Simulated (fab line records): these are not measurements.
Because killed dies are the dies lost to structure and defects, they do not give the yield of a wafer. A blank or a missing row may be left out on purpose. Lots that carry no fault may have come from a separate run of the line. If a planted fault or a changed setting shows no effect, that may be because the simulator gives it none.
The tool behind it: which one? -- flow gf180mcu -- 12 lots with 36 wafers sampled at 4 steps, on a route of 602 steps

## WHAT THE GAUGES READ, wafer by wafer
GF_VT_IMPLANT_TW_MEAS_10.
lot,measured,on,VT_IMPLANT_TW
L113,day 5 22:40,film metro-04,559 561 564
L114,day 6 04:39,film metro-03,568 568 569
L115,day 6 09:43,film metro-01,568 564 567
L116,day 6 16:46,film metro-04,558 562 558
L117,day 6 23:13,film metro-03,565 567 569
L118,day 7 06:17,film metro-04,564 560 561
L120,day 7 16:16,film metro-04,561 562 562
L124,day 8 19:09,film metro-03,568 568 567
L125,day 8 23:49,film metro-04,561 563 563
L127,day 9 09:25,film metro-04,561 561 563
L133,day 11 00:28,film metro-03,564 565 562
L134,day 11 07:49,film metro-03,562 564 566

GF_POLY_GATE_OVL_MEAS_11.
lot,measured,on,POLY_GATE_OVL (nm)
L113,day 9 15:03,overlay-01,9 8 11
L114,day 9 19:30,overlay-02,-7 -3 -7
L115,day 10 08:24,overlay-01,2 6 1
L116,day 10 13:53,overlay-01,-5 -9 6
L117,day 10 17:55,overlay-01,7 0 -1
L118,day 11 02:42,overlay-01,4 5 9
L120,day 11 13:46,overlay-01,2 0 4
L124,day 12 21:10,overlay-02,3 -4 3
L125,day 13 02:13,overlay-01,2 -1 -4
L127,day 13 13:01,overlay-01,0 4 7
L133,day 15 11:29,overlay-01,9 4 9
L134,day 15 20:04,overlay-01,-1 -4 0

## EACH LOT AND THE TOOL THAT RAN IT (in order: tool; ch and the chambers of the sampled wafers; start)
lot,GF_STI_ETCH_13,GF_STI_STRIP_15
L113,"rie diel-02 ch 2,3, day 2 06:18","plasma asher-02 ch 0,1, day 2 06:27"
L114,"rie diel-03 ch 0,1,2, day 2 13:05","plasma asher-01 ch 0, day 2 13:15"
L115,"rie diel-03 ch 1,3, day 2 17:43","plasma asher-02 ch 0,1, day 2 17:52"
L116,"rie diel-03 ch 0,1,3, day 2 22:28","plasma asher-02 ch 0,1, day 2 22:39"
L117,"rie diel-03 ch 1,3, day 3 04:16","plasma asher-02 ch 0,1, day 3 04:25"
L118,"rie diel-02 ch 1,2,3, day 3 10:05","plasma asher-02 ch 0,1, day 3 10:15"
L120,"rie diel-01 ch 0,1,3, day 3 20:05","plasma asher-02 ch 0,1, day 3 20:17"
L124,"rie diel-03 ch 1,2,3, day 4 15:20","plasma asher-02 ch 0,1, day 4 15:32"
L125,"rie diel-02 ch 0,2, day 4 20:03","plasma asher-04 ch 0,1, day 4 20:14"
L127,"rie diel-02 ch 1,2, day 5 06:11","plasma asher-01 ch 0,1, day 5 06:23"
L133,"rie diel-01 ch 1,2, day 6 13:33","plasma asher-04 ch 0,1, day 6 13:43"
L134,"rie diel-01 ch 2,3, day 6 19:58","plasma asher-04 ch 0,1, day 6 20:07"
- GF_STI_ETCH_13: etches the open film in CHF3/O2, stops on Si, target depth 282.31 nm, time 112.9 s.
- GF_STI_STRIP_15: strips in O2/N2.

## AS READ BY THE TOOLS THEMSELVES (means over the sampled wafers that have a number; for cases with no such wafer, the mark the record gives instead)
GF_STI_ETCH_13.
lot,tool,drypump motor current A (A),oes product au (a.u.),throttle valve pct (%)
L113,rie diel-02,5.7,0.836,8.803
L114,rie diel-03,6.3,0.835,8.818
L115,rie diel-03,5.7,0.830,8.816
L116,rie diel-03,5.8,0.831,8.814
L117,rie diel-03,5.7,0.836,8.810
L118,rie diel-02,5.5,0.824,8.803
L120,rie diel-01,5.9,0.832,8.813
L124,rie diel-03,6.1,0.827,8.816
L125,rie diel-02,5.5,0.829,8.817
L127,rie diel-02,5.3,0.826,8.803
L133,rie diel-01,6.3,0.824,8.809
L134,rie diel-01,5.6,0.827,8.800

GF_STI_STRIP_15.
lot,tool,drypump motor current A (A),heater power w (W),o2 flow sccm (sccm),oes product au (a.u.),platen temp c (C),strip time to endpoint s (s)
L113,plasma asher-02,6.0,328,3009,0.376,249.99,3.70
L114,plasma asher-01,5.9,376,3007,0.386,249.82,3.76
L115,plasma asher-02,6.2,335,3000,0.382,250.13,3.72
L116,plasma asher-02,6.0,325,2999,0.385,249.95,3.72
L117,plasma asher-02,6.2,331,2997,0.384,250.03,3.74
L118,plasma asher-02,6.0,327,2999,0.383,250.06,3.75
L120,plasma asher-02,6.2,336,3005,0.380,249.89,3.69
L124,plasma asher-02,6.0,330,2993,0.387,249.84,3.71
L125,plasma asher-04,5.3,382,3003,0.411,250.05,4.35
L127,plasma asher-01,5.6,365,2993,0.412,249.88,4.34
L133,plasma asher-04,5.0,347,3010,0.385,250.10,3.72
L134,plasma asher-04,5.0,351,2995,0.387,249.98,3.79

## THE ANSWER, worked out from the rows above alone
Rule: the lots themselves supply what counts as usual. Put in order of their means at a reading, lots are off if they are a third of the lots or fewer, leave a main group of 4 or more, and stand apart from it by a gap of 3 or more times the standard deviation of the main group's means; of several such gaps the widest counts. The tables above print the reading to a certain number of digits; a main group whose means all agree to those digits is not used. Also off: a lot with no number at a reading for which 4 or more lots have one. Where the step has rows for the other lots, those lots are counted as sound. After the gauges, taken in route order, come the tools' own readings; for these a lot's mean is taken, as printed above. At the first step where some lot is off, the reading lying furthest off is the one used; lots without a number count as furthest.
Off: L125, L127, at GF_STI_STRIP_15 (strip time to endpoint s). Main group: mean 3.73 s, sd 0.029.
If a tool, at that step or one of the process steps before it, ran each lot that is off and ran no sound lot following the first of them, it fits. One fits: rie diel-02 at GF_STI_ETCH_13. Its last sound lot is L118 (day 3 10:05), its first lot that is off L125 (day 4 20:03): a fault that began between those two fits.

## WHAT THE SIMULATOR HAD INSERTED
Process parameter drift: rie diel-02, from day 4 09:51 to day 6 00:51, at GF_STI_ETCH_13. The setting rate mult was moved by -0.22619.
Lots struck among those shown: L125, L127. The rule above reached the same finding.
